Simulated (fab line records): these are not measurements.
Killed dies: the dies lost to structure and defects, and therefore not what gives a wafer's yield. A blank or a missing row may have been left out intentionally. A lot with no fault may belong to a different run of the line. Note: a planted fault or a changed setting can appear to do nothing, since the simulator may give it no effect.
Problem report, 8D (eight disciplines) form, completed by code -- flow gf180mcu -- the parts of the form that need people (team, actions taken, sign-off) are left out

## 1. WHAT WENT WRONG
Wafers without a fault read 89.21 s, standard deviation 0.13; run_length_s at GF_LVPWELL_DEHYDRATE_00 reads a mean of 103.41 s on 5 wafers belonging to 3 lots. That is +99 or more standard deviations from the usual mean.
The step: time 60 s.
Earliest sighting: wafer L861.1 on litho_track-01 at day 6 15:09. The record has a number at this step for 42 wafers belonging to 15 lots. By rule, "out" or "out of limits" means more than 4 standard deviations away from the usual mean. Any other wafer with a number is counted as sound.

## 2. WHAT IT IS AND WHAT IT IS NOT
question,is,is not
which readings at this step,run_length_s,-
which lots,"L861, L863, L864","L848, L849, L851, L852, L853, L854, L855, L856, L857, L859, L862, L871"
which wafers of those lots,"L861.1, L861.5, L863.1, L864.1, L864.5",L863.6
read on which tools,litho_track-01,"litho_track-02, litho_track-03"
when,from day 6 15:09,"up to then (30 sound wafers); but 7 sound wafers of L862, L863, L871 came after"

## 3. THE SUSPECTS, EACH WITH WHAT RULES IT OUT
Counting: any tool at a process step up to the reading remains a suspect provided it ran every lot that is out. Sound lots after the first of them don't rule it out here, since some wafers of a struck lot are sound.
- cmp-01 at GF_STI_CMP_25 (polishes, stops on Si3N4, t overpolish 33 s, target thk 524.6 nm): kept. Every lot that is out went through it, the first being L861 (day 4 22:35); the last sound lot it ran before that was L857 (day 4 02:05).
- litho_track-01 at GF_LVPWELL_DEHYDRATE_00 (time 60 s): kept. Every lot that is out went through it, the first being L861 (day 6 15:09); the last sound lot it ran before that was L857 (day 5 14:56). Out on those wafers are its own readings of run_length_s.
The count leaves litho_track-01 at GF_LVPWELL_DEHYDRATE_00 and cmp-01 at GF_STI_CMP_25.

## 4. THE CAUSE (what the simulator had put in)
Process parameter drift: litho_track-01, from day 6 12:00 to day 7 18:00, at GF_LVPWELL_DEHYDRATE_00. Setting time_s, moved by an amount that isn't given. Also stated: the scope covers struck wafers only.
Of the 2 suspects that counting leaves, this tool is one.

## 5. SEQUENCE OF EFFECTS, ordered by route
One row per reading whose mean, taken over the struck wafers that have a number, lies over 3 standard deviations from the usual. Scope: only readings with a usual standard deviation given in the record; hours: median across lots of the time from each lot's start at the first step in this table that gives one to its start at this step; sigmas: change in usual standard deviations.
hours,step,reading,usual,on struck wafers,change,sigmas
0,GF_LVPWELL_DEHYDRATE_00,run_length_s,89.21 s,103.41,+14.20,+99 or more
Process steps it contains:
- GF_LVPWELL_DEHYDRATE_00: time 60 s.
Later measuring or inspecting steps at which every struck wafer that the step has a row for has a number for every such reading, and none has moved that far: GF_M3_OVL_MEAS_15, GF_V3_THK_MEAS_03.

## 6. WHAT WOULD HAVE CAUGHT IT SOONER
First out-of-limits reading in this record: day 6 15:09, which is 3 hours after fault onset at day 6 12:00.
